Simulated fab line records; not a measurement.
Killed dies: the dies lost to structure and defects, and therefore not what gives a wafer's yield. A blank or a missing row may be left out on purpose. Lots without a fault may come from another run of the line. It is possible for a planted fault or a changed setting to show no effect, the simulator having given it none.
fab line records :: flow sky130
record:
  lots: 5
  wafers: 15
  lastDay: 50
route steps=708 shown VIA4@646
lots that met no fault: from a run of the same line without faults
startH: start of the lot's first displayed wafer, in hours after the record's first day :: waitH: hours elapsed since this lot's preceding step :: " the same as in the row above :: L1.1+2: one row covering several wafers at once :: - no value, or no start given :: * or withheld: withheld :: < > ~ a bound
route shown NAME@n: NAME is a module with steps in the file, n the number in the route of the first one :: usual: average and standard deviation across the fault-free wafers :: same: alike in all rows :: chamber/n: place in a boat :: sites: the reading at each site :: _std_site: the values' standard deviation :: _edge_site: the outer-site mean with the inner-site mean subtracted :: radiusMm: how far each site lies from the wafer's centre :: mask NAME#n: copy n :: behind: the tool/chamber that last shaped the wafer :: hold: reason for holding the lot/hours on hold/outcome of the hold :: device: whichever transistor did not switch (one of n, p or np) :: end of line: the same wafers' tests at the end of the route :: where a step has no rows: the recipe by itself :: killed: count of dies lost to structure and defects at first sort (not the wafer's yield) :: map: dies across one wafer; x = killed, . = not, _ = none there
set.NAME: the setting as run; set.NAME@STEP: as run at that earlier step :: model.NAME: the simulator's own value behind a step, which no gauge read
lots at some steps of the route; a table a step, a row a wafer
services: the hour from which a tool's chamber was out of use, counted from the record's first day as startH (under 0 if before that day), plus the number of hours and why
== steps ==
step: SKY_VIA4_SOFTBAKE_07
recipe:
  tempC: 90
  timeS: 60
  resist: NOVOLAK
lot.wafer: L075.1+3+6
tool: lithoTrack-03
chamber: 0
startH: 998.85
waitH: 0.1

lot.wafer: L081.1+3+6
tool: lithoTrack-02
chamber: 0
startH: 1043.18
waitH: 0.1

lot.wafer: L090.2+3+6
tool: lithoTrack-03
chamber: 0
startH: 1095.18
waitH: 0.1

lot.wafer: L091.3+5+6
tool: lithoTrack-01
chamber: 0
startH: 1106.25
waitH: 0.1

lot.wafer: L096.4+5+6
tool: lithoTrack-02
chamber: 0
startH: 1124.36
waitH: 0.1
step: SKY_VIA4_EXPOSE_08
recipe:
  maskId: VIM4
  na: 0.6
  sourceShape: conventional
  sigmaOuter: 0.6
  polarization: unpolarized
  targetCdNm: 800
  doseMj: 132
lot.wafer: L075.1+3+6
tool: ilineStepper-02
chamber: 0
startH: -
waitH: -
mask: VIM4#0

lot.wafer: L081.1+3+6
tool: ilineStepper-02
chamber: 0
startH: -
waitH: -
mask: VIM4#0

lot.wafer: L090.2+3+6
tool: ilineStepper-01
chamber: 0
startH: -
waitH: -
mask: VIM4#0

lot.wafer: L091.3+5+6
tool: ilineStepper-02
chamber: 0
startH: -
waitH: -
mask: VIM4#0

lot.wafer: L096.4+5+6
tool: ilineStepper-02
chamber: 0
startH: -
waitH: -
mask: VIM4#0
step: SKY_VIA4_PEB_09
recipe:
  tempC: withheld
  timeS: *
  resist: NOVOLAK
lot.wafer: L075.1+3+6
tool: lithoTrack-02
chamber: 0
startH: -
waitH: -

lot.wafer: L081.1+3+6
tool: lithoTrack-01
chamber: 0
startH: -
waitH: -

lot.wafer: L090.2+3+6
tool: lithoTrack-01
chamber: 0
startH: -
waitH: -

lot.wafer: L091.3+5+6
tool: lithoTrack-01
chamber: 0
startH: -
waitH: -

lot.wafer: L096.4+5+6
tool: lithoTrack-01
chamber: 0
startH: -
waitH: -
step: SKY_VIA4_DEVELOP_10
recipe:
  resist: NOVOLAK
  developer: TMAH
  developTimeS: 60
  devTempC: 23
lot.wafer: L075.1+3+6
tool: lithoTrack-02
chamber: 0
startH: 1011.23
waitH: 0.1

lot.wafer: L081.1+3+6
tool: lithoTrack-01
chamber: 0
startH: 1053.75
waitH: 0.1

lot.wafer: L090.2+3+6
tool: lithoTrack-01
chamber: 0
startH: 1105.62
waitH: 0.1

lot.wafer: L091.3+5+6
tool: lithoTrack-01
chamber: 0
startH: 1115.65
waitH: 0.1

lot.wafer: L096.4+5+6
tool: lithoTrack-01
chamber: 0
startH: 1133.17
waitH: 0.1
step: SKY_VIA4_OVL_MEAS_11
usual:
  VIA4_OVL: -1.1/1.3
lot.wafer: L075.1
tool: overlay-01
chamber: -
startH: 1011.38
waitH: 0.1
VIA4_OVL[nm]: -1.7

lot.wafer: L075.3
tool: overlay-01
chamber: -
startH: 1011.38
waitH: 0.1
VIA4_OVL[nm]: -1.8

lot.wafer: L075.6
tool: overlay-01
chamber: -
startH: 1011.38
waitH: 0.1
VIA4_OVL[nm]: -1.1

lot.wafer: L081.1
tool: overlay-02
chamber: -
startH: 1053.90
waitH: 0.1
VIA4_OVL[nm]: -0.6

lot.wafer: L081.3
tool: overlay-02
chamber: -
startH: 1053.90
waitH: 0.1
VIA4_OVL[nm]: 0.9

lot.wafer: L081.6
tool: overlay-02
chamber: -
startH: 1053.90
waitH: 0.1
VIA4_OVL[nm]: 0.7

lot.wafer: L090.2
tool: overlay-02
chamber: -
startH: 1105.75
waitH: 0.1
VIA4_OVL[nm]: 0.2

lot.wafer: L090.3
tool: overlay-02
chamber: -
startH: 1105.75
waitH: 0.1
VIA4_OVL[nm]: -1.0

lot.wafer: L090.6
tool: overlay-02
chamber: -
startH: 1105.75
waitH: 0.1
VIA4_OVL[nm]: -1.1

lot.wafer: L091.3
tool: overlay-01
chamber: -
startH: 1115.76
waitH: 0.1
VIA4_OVL[nm]: -2.4

lot.wafer: L091.5
tool: overlay-01
chamber: -
startH: 1115.76
waitH: 0.1
VIA4_OVL[nm]: -0.6

lot.wafer: L091.6
tool: overlay-01
chamber: -
startH: 1115.76
waitH: 0.1
VIA4_OVL[nm]: 0.0

lot.wafer: L096.4
tool: overlay-01
chamber: -
startH: 1133.27
waitH: 0.1
VIA4_OVL[nm]: -4.0

lot.wafer: L096.5
tool: overlay-01
chamber: -
startH: 1133.27
waitH: 0.1
VIA4_OVL[nm]: -2.5

lot.wafer: L096.6
tool: overlay-01
chamber: -
startH: 1133.27
waitH: 0.1
VIA4_OVL[nm]: -1.9
step: SKY_VIA4_ETCH_12
recipe:
  target: SiO2
  chemistry: C4F8/O2/Ar
  stopOn: TiN
  maskMaterial: NOVOLAK
  sourceW: 1500
  biasW: 1200
  pressureMtorr: 40
  c4f8FlowSccm: withheld
  O2_flow_sccm: 6
  Ar_flow_sccm: 300
  timeS: withheld
  targetDepthA: 5800
usual:
  oesProductAu: 0.926/0.0051
lot.wafer: L075.1
tool: rieDiel-04
chamber: 1
startH: 1011.42
waitH: 0.0
oesProductAu: 0.929

lot.wafer: L075.3
tool: rieDiel-04
chamber: 3
startH: 1011.42
waitH: 0.0
oesProductAu: 0.927

lot.wafer: L075.6
tool: rieDiel-04
chamber: 0
startH: 1011.42
waitH: 0.0
oesProductAu: 0.926

lot.wafer: L081.1
tool: rieDiel-03
chamber: 1
startH: 1053.93
waitH: 0.0
oesProductAu: 0.933

lot.wafer: L081.3
tool: rieDiel-03
chamber: 2
startH: 1053.93
waitH: 0.0
oesProductAu: 0.921

lot.wafer: L081.6
tool: rieDiel-03
chamber: 2
startH: 1053.93
waitH: 0.0
oesProductAu: 0.921

lot.wafer: L090.2
tool: rieDiel-03
chamber: 0
startH: 1105.78
waitH: 0.0
oesProductAu: 0.928

lot.wafer: L090.3
tool: rieDiel-03
chamber: 1
startH: 1105.78
waitH: 0.0
oesProductAu: 0.927

lot.wafer: L090.6
tool: rieDiel-03
chamber: 2
startH: 1105.78
waitH: 0.0
oesProductAu: 0.922

lot.wafer: L091.3
tool: rieDiel-03
chamber: 1
startH: 1115.78
waitH: 0.0
oesProductAu: 0.926

lot.wafer: L091.5
tool: rieDiel-03
chamber: 1
startH: 1115.78
waitH: 0.0
oesProductAu: 0.930

lot.wafer: L091.6
tool: rieDiel-03
chamber: 2
startH: 1115.78
waitH: 0.0
oesProductAu: 0.927

lot.wafer: L096.4
tool: rieDiel-02
chamber: 0
startH: 1133.32
waitH: 0.0
oesProductAu: 0.930

lot.wafer: L096.5
tool: rieDiel-02
chamber: 3
startH: 1133.32
waitH: 0.0
oesProductAu: 0.923

lot.wafer: L096.6
tool: rieDiel-02
chamber: 2
startH: 1133.32
waitH: 0.0
oesProductAu: 0.923
step: SKY_VIA4_STRIP_13
recipe:
  chemistry: O2/N2
  powerW: 1400
  pressureMtorr: 1500
  platenTempC: withheld
  o2FlowSccm: 3000
  n2FlowSccm: 300
  overashFraction: 0.5
usual:
  drypumpMotorCurrentA: 5.9/0.39
  n2FlowSccm: 300.0/0.93
  oesProductAu: 0.710/0.0045
  stripTimeToEndpointS: 12.804/0.026
lot.wafer: L075.1
tool: plasmaAsher-04
chamber: 1
startH: 1011.49
waitH: -
drypumpMotorCurrentA: 6.4
n2FlowSccm: 298.7
oesProductAu: 0.712
rfHoursCounterH: 45
stripTimeToEndpointS: 12.798

lot.wafer: L075.3
tool: plasmaAsher-04
chamber: 1
startH: 1011.49
waitH: -
drypumpMotorCurrentA: 6.4
n2FlowSccm: 300.0
oesProductAu: 0.713
rfHoursCounterH: -
stripTimeToEndpointS: 12.824

lot.wafer: L075.6
tool: plasmaAsher-04
chamber: 1
startH: 1011.49
waitH: -
drypumpMotorCurrentA: 6.4
n2FlowSccm: 299.4
oesProductAu: 0.714
rfHoursCounterH: -
stripTimeToEndpointS: 12.758

lot.wafer: L081.1
tool: plasmaAsher-03
chamber: 1
startH: 1054.01
waitH: -
drypumpMotorCurrentA: 5.5
n2FlowSccm: 300.4
oesProductAu: 0.717
rfHoursCounterH: 98
stripTimeToEndpointS: 12.764

lot.wafer: L081.3
tool: plasmaAsher-03
chamber: 0
startH: 1054.01
waitH: -
drypumpMotorCurrentA: 6.1
n2FlowSccm: 299.0
oesProductAu: 0.708
rfHoursCounterH: -
stripTimeToEndpointS: 12.777

lot.wafer: L081.6
tool: plasmaAsher-03
chamber: 1
startH: 1054.01
waitH: -
drypumpMotorCurrentA: 5.5
n2FlowSccm: 298.7
oesProductAu: 0.713
rfHoursCounterH: -
stripTimeToEndpointS: 12.803

lot.wafer: L090.2
tool: plasmaAsher-02
chamber: 0
startH: 1105.86
waitH: -
drypumpMotorCurrentA: 5.4
n2FlowSccm: 300.1
oesProductAu: 0.711
rfHoursCounterH: 4
stripTimeToEndpointS: 12.810

lot.wafer: L090.3
tool: plasmaAsher-02
chamber: 0
startH: 1105.86
waitH: -
drypumpMotorCurrentA: 5.4
n2FlowSccm: 301.7
oesProductAu: 0.705
rfHoursCounterH: -
stripTimeToEndpointS: 12.828

lot.wafer: L090.6
tool: plasmaAsher-02
chamber: 1
startH: 1105.86
waitH: -
drypumpMotorCurrentA: 6.2
n2FlowSccm: 300.1
oesProductAu: 0.706
rfHoursCounterH: -
stripTimeToEndpointS: 12.791

lot.wafer: L091.3
tool: plasmaAsher-02
chamber: 0
startH: 1115.89
waitH: -
drypumpMotorCurrentA: 5.4
n2FlowSccm: 300.5
oesProductAu: 0.712
rfHoursCounterH: -
stripTimeToEndpointS: 12.788

lot.wafer: L091.5
tool: plasmaAsher-02
chamber: 0
startH: 1115.89
waitH: -
drypumpMotorCurrentA: 5.4
n2FlowSccm: 301.2
oesProductAu: 0.715
rfHoursCounterH: -
stripTimeToEndpointS: 12.788

lot.wafer: L091.6
tool: plasmaAsher-02
chamber: 1
startH: 1115.89
waitH: -
drypumpMotorCurrentA: 6.2
n2FlowSccm: 300.7
oesProductAu: 0.716
rfHoursCounterH: -
stripTimeToEndpointS: 12.826

lot.wafer: L096.4
tool: plasmaAsher-02
chamber: 0
startH: 1133.39
waitH: -
drypumpMotorCurrentA: 5.4
n2FlowSccm: 300.4
oesProductAu: 0.713
rfHoursCounterH: -
stripTimeToEndpointS: 12.858

lot.wafer: L096.5
tool: plasmaAsher-02
chamber: 1
startH: 1133.39
waitH: -
drypumpMotorCurrentA: 6.2
n2FlowSccm: 300.5
oesProductAu: 0.712
rfHoursCounterH: -
stripTimeToEndpointS: 12.845

lot.wafer: L096.6
tool: plasmaAsher-02
chamber: 0
startH: 1133.39
waitH: -
drypumpMotorCurrentA: 5.4
n2FlowSccm: 299.9
oesProductAu: 0.717
rfHoursCounterH: -
stripTimeToEndpointS: 12.867
step: SKY_VIA4_STRIP_14
recipe:
  chemistry: postEtchResidueRemover
  timeS: 1200
  tempC: 72.5
usual:
  bathHeatDutyPct: 14.9/1.5
lot.wafer: L075.1
tool: wetBench-04
chamber: 2
startH: 1011.59
waitH: 0.1
bathHeatDutyPct: 17.1

lot.wafer: L075.3
tool: wetBench-04
chamber: 2
startH: 1011.59
waitH: 0.1
bathHeatDutyPct: 16.1

lot.wafer: L075.6
tool: wetBench-04
chamber: 2
startH: 1011.59
waitH: 0.1
bathHeatDutyPct: 17.6

lot.wafer: L081.1
tool: wetBench-02
chamber: 1
startH: 1054.11
waitH: 0.1
bathHeatDutyPct: 14.1

lot.wafer: L081.3
tool: wetBench-02
chamber: 1
startH: 1054.11
waitH: 0.1
bathHeatDutyPct: 14.8

lot.wafer: L081.6
tool: wetBench-02
chamber: 1
startH: 1054.11
waitH: 0.1
bathHeatDutyPct: 15.6

lot.wafer: L090.2
tool: wetBench-04
chamber: 0
startH: 1105.96
waitH: 0.1
bathHeatDutyPct: 14.8

lot.wafer: L090.3
tool: wetBench-04
chamber: 0
startH: 1105.96
waitH: 0.1
bathHeatDutyPct: 15.2

lot.wafer: L090.6
tool: wetBench-04
chamber: 0
startH: 1105.96
waitH: 0.1
bathHeatDutyPct: 13.9

lot.wafer: L091.3
tool: wetBench-03
chamber: 2
startH: 1115.96
waitH: 0.0
bathHeatDutyPct: 15.9

lot.wafer: L091.5
tool: wetBench-03
chamber: 2
startH: 1115.96
waitH: 0.0
bathHeatDutyPct: 15.8

lot.wafer: L091.6
tool: wetBench-03
chamber: 2
startH: 1115.96
waitH: 0.0
bathHeatDutyPct: 17.5

lot.wafer: L096.4
tool: wetBench-04
chamber: 2
startH: 1133.46
waitH: 0.0
bathHeatDutyPct: 16.1

lot.wafer: L096.5
tool: wetBench-04
chamber: 2
startH: 1133.46
waitH: 0.0
bathHeatDutyPct: 17.2

lot.wafer: L096.6
tool: wetBench-04
chamber: 2
startH: 1133.46
waitH: 0.0
bathHeatDutyPct: 17.6
step: SKY_VIA4_CLEAN_15
recipe:
  chemistry: IPA
  timeS: 180
  tempC: 25
usual:
  bathHeatDutyPct: 6.6/0.82
lot.wafer: L075.1
tool: wetBench-03
chamber: 3
startH: 1011.93
waitH: 0.0
bathHeatDutyPct: 6.5

lot.wafer: L075.3
tool: wetBench-03
chamber: 3
startH: 1011.93
waitH: 0.0
bathHeatDutyPct: 7.0

lot.wafer: L075.6
tool: wetBench-03
chamber: 3
startH: 1011.93
waitH: 0.0
bathHeatDutyPct: 6.6

lot.wafer: L081.1
tool: wetBench-04
chamber: 2
startH: 1054.45
waitH: 0.0
bathHeatDutyPct: 7.2

lot.wafer: L081.3
tool: wetBench-04
chamber: 2
startH: 1054.45
waitH: 0.0
bathHeatDutyPct: 6.7

lot.wafer: L081.6
tool: wetBench-04
chamber: 2
startH: 1054.45
waitH: 0.0
bathHeatDutyPct: 7.9

lot.wafer: L090.2
tool: wetBench-03
chamber: 3
startH: 1106.30
waitH: 0.0
bathHeatDutyPct: 6.1

lot.wafer: L090.3
tool: wetBench-03
chamber: 3
startH: 1106.30
waitH: 0.0
bathHeatDutyPct: 8.0

lot.wafer: L090.6
tool: wetBench-03
chamber: 3
startH: 1106.30
waitH: 0.0
bathHeatDutyPct: 6.5

lot.wafer: L091.3
tool: wetBench-02
chamber: 2
startH: 1116.30
waitH: 0.0
bathHeatDutyPct: 6.7

lot.wafer: L091.5
tool: wetBench-02
chamber: 2
startH: 1116.30
waitH: 0.0
bathHeatDutyPct: 7.0

lot.wafer: L091.6
tool: wetBench-02
chamber: 2
startH: 1116.30
waitH: 0.0
bathHeatDutyPct: 7.1

lot.wafer: L096.4
tool: wetBench-03
chamber: 3
startH: 1133.80
waitH: 0.0
bathHeatDutyPct: 7.3

lot.wafer: L096.5
tool: wetBench-03
chamber: 3
startH: 1133.80
waitH: 0.0
bathHeatDutyPct: 7.6

lot.wafer: L096.6
tool: wetBench-03
chamber: 3
startH: 1133.80
waitH: 0.0
bathHeatDutyPct: 6.1
step: SKY_VIA4_CLEAN_16
recipe:
  chemistry: O3/DIW
  dry: n2Spin
lot.wafer: L075.1+3+6
tool: wetBench-02
chamber: 1
startH: 1011.99
waitH: 0.0

lot.wafer: L081.1+3+6
tool: wetBench-03
chamber: 3
startH: 1054.51
waitH: 0.0

lot.wafer: L090.2+3+6
tool: wetBench-04
chamber: 2
startH: 1106.36
waitH: 0.0

lot.wafer: L091.3+5+6
tool: wetBench-04
chamber: 2
startH: 1116.36
waitH: 0.0

lot.wafer: L096.4+5+6
tool: wetBench-04
chamber: 2
startH: 1133.87
waitH: 0.0
step: SKY_VIA4_SPUTTER_17
recipe:
  material: TiN
  targetThkNm: 20
  chamberPressurePa: 5
  powerW: 4000
  timeS: 80
usual:
  throttleValvePct: 30.0/1.1
lot.wafer: L075.1
tool: pvdSputter-01
chamber: -
startH: 1012.08
waitH: 0.0
throttleValvePct: 30.4

lot.wafer: L075.3
tool: pvdSputter-01
chamber: -
startH: 1012.08
waitH: 0.0
throttleValvePct: 30.2

lot.wafer: L075.6
tool: pvdSputter-01
chamber: -
startH: 1012.08
waitH: 0.0
throttleValvePct: 31.5

lot.wafer: L081.1
tool: pvdSputter-02
chamber: -
startH: 1054.61
waitH: 0.0
throttleValvePct: 32.8

lot.wafer: L081.3
tool: pvdSputter-02
chamber: -
startH: 1054.61
waitH: 0.0
throttleValvePct: 30.5

lot.wafer: L081.6
tool: pvdSputter-02
chamber: -
startH: 1054.61
waitH: 0.0
throttleValvePct: 32.7

lot.wafer: L090.2
tool: pvdSputter-01
chamber: -
startH: 1106.45
waitH: 0.0
throttleValvePct: 29.3

lot.wafer: L090.3
tool: pvdSputter-01
chamber: -
startH: 1106.45
waitH: 0.0
throttleValvePct: 30.4

lot.wafer: L090.6
tool: pvdSputter-01
chamber: -
startH: 1106.45
waitH: 0.0
throttleValvePct: 29.1

lot.wafer: L091.3
tool: pvdSputter-03
chamber: -
startH: 1116.45
waitH: 0.0
throttleValvePct: 28.6

lot.wafer: L091.5
tool: pvdSputter-03
chamber: -
startH: 1116.45
waitH: 0.0
throttleValvePct: 28.5

lot.wafer: L091.6
tool: pvdSputter-03
chamber: -
startH: 1116.45
waitH: 0.0
throttleValvePct: 30.3

lot.wafer: L096.4
tool: pvdSputter-03
chamber: -
startH: 1133.97
waitH: 0.0
throttleValvePct: 29.6

lot.wafer: L096.5
tool: pvdSputter-03
chamber: -
startH: 1133.97
waitH: 0.0
throttleValvePct: 30.6

lot.wafer: L096.6
tool: pvdSputter-03
chamber: -
startH: 1133.97
waitH: 0.0
throttleValvePct: 29.0
step: SKY_VIA4_CVD_18
recipe:
  material: W
  targetThkNm: 505
  timeS: 152.14
  tempC: 400
  pressureTorr: 40
usual:
  heaterPowerW: 860/70
lot.wafer: L075.1
tool: cvdW-01
chamber: 0
startH: 1012.14
waitH: 0.0
heaterPowerW: 778

lot.wafer: L075.3
tool: cvdW-01
chamber: 1
startH: 1012.14
waitH: 0.0
heaterPowerW: 881

lot.wafer: L075.6
tool: cvdW-01
chamber: 1
startH: 1012.14
waitH: 0.0
heaterPowerW: 885

lot.wafer: L081.1
tool: cvdW-02
chamber: 1
startH: 1054.67
waitH: 0.0
heaterPowerW: 840

lot.wafer: L081.3
tool: cvdW-02
chamber: 0
startH: 1054.67
waitH: 0.0
heaterPowerW: 958

lot.wafer: L081.6
tool: cvdW-02
chamber: 1
startH: 1054.67
waitH: 0.0
heaterPowerW: 857

lot.wafer: L090.2
tool: cvdW-02
chamber: 1
startH: 1106.51
waitH: 0.0
heaterPowerW: 847

lot.wafer: L090.3
tool: cvdW-02
chamber: 1
startH: 1106.51
waitH: 0.0
heaterPowerW: 856

lot.wafer: L090.6
tool: cvdW-02
chamber: 1
startH: 1106.51
waitH: 0.0
heaterPowerW: 845

lot.wafer: L091.3
tool: cvdW-01
chamber: 1
startH: 1116.56
waitH: 0.1
heaterPowerW: 912

lot.wafer: L091.5
tool: cvdW-01
chamber: 0
startH: 1116.56
waitH: 0.1
heaterPowerW: 789

lot.wafer: L091.6
tool: cvdW-01
chamber: 1
startH: 1116.56
waitH: 0.1
heaterPowerW: 884

lot.wafer: L096.4
tool: cvdW-01
chamber: 0
startH: 1134.08
waitH: 0.1
heaterPowerW: 772

lot.wafer: L096.5
tool: cvdW-01
chamber: 0
startH: 1134.08
waitH: 0.1
heaterPowerW: 764

lot.wafer: L096.6
tool: cvdW-01
chamber: 1
startH: 1134.08
waitH: 0.1
heaterPowerW: 912
== services ==
tool: ilineStepper-01
chamber: -
startH: 981.22
hours: 4.4
kind: pm

tool: rieDiel-03
chamber: 2
startH: 986.94
hours: 14.9
kind: repair

tool: ilineStepper-01
chamber: -
startH: 1004.15
hours: 5.6
kind: repair

tool: rieDiel-02
chamber: 0
startH: 1004.77
hours: 13.5
kind: repair

tool: cvdW-01
chamber: 0
startH: 1022.64
hours: 2.6
kind: repair

tool: cvdW-01
chamber: -
startH: 1023.38
hours: 6.0
kind: pm

tool: rieDiel-04
chamber: 1
startH: 1024.29
hours: 9.4
kind: repair

tool: rieDiel-03
chamber: 1
startH: 1025.82
hours: 1.3
kind: repair

tool: plasmaAsher-03
chamber: -
startH: 1030.41
hours: 2.1
kind: repair

tool: plasmaAsher-03
chamber: -
startH: 1033.73
hours: 0.4
kind: repair

tool: ilineStepper-02
chamber: -
startH: 1041.59
hours: 1.7
kind: pm

tool: pvdSputter-03
chamber: -
startH: 1045.74
hours: 27.6
kind: repair

tool: cvdW-01
chamber: -
startH: 1047.88
hours: 0.6
kind: repair

tool: pvdSputter-01
chamber: -
startH: 1048.09
hours: 1.4
kind: repair

tool: plasmaAsher-02
chamber: -
startH: 1055.28
hours: 9.0
kind: pm

tool: plasmaAsher-02
chamber: 0
startH: 1055.28
hours: 9.0
kind: ventCycle

tool: pvdSputter-03
chamber: -
startH: 1055.87
hours: 2.5
kind: repair

tool: pvdSputter-01
chamber: -
startH: 1075.11
hours: 7.2
kind: repair

tool: rieDiel-02
chamber: 3
startH: 1087.62
hours: 41.8
kind: repair

tool: pvdSputter-01
chamber: -
startH: 1087.71
hours: 13.7
kind: repair

tool: pvdSputter-01
chamber: -
startH: 1108.88
hours: 2.7
kind: repair

tool: rieDiel-02
chamber: 1
startH: 1129.06
hours: 10.0
kind: repair

tool: ilineStepper-02
chamber: 0
startH: 1130.78
hours: -
kind: calibration

tool: cvdW-02
chamber: -
startH: 1131.47
hours: 1.4
kind: repair
== key ==
fault none
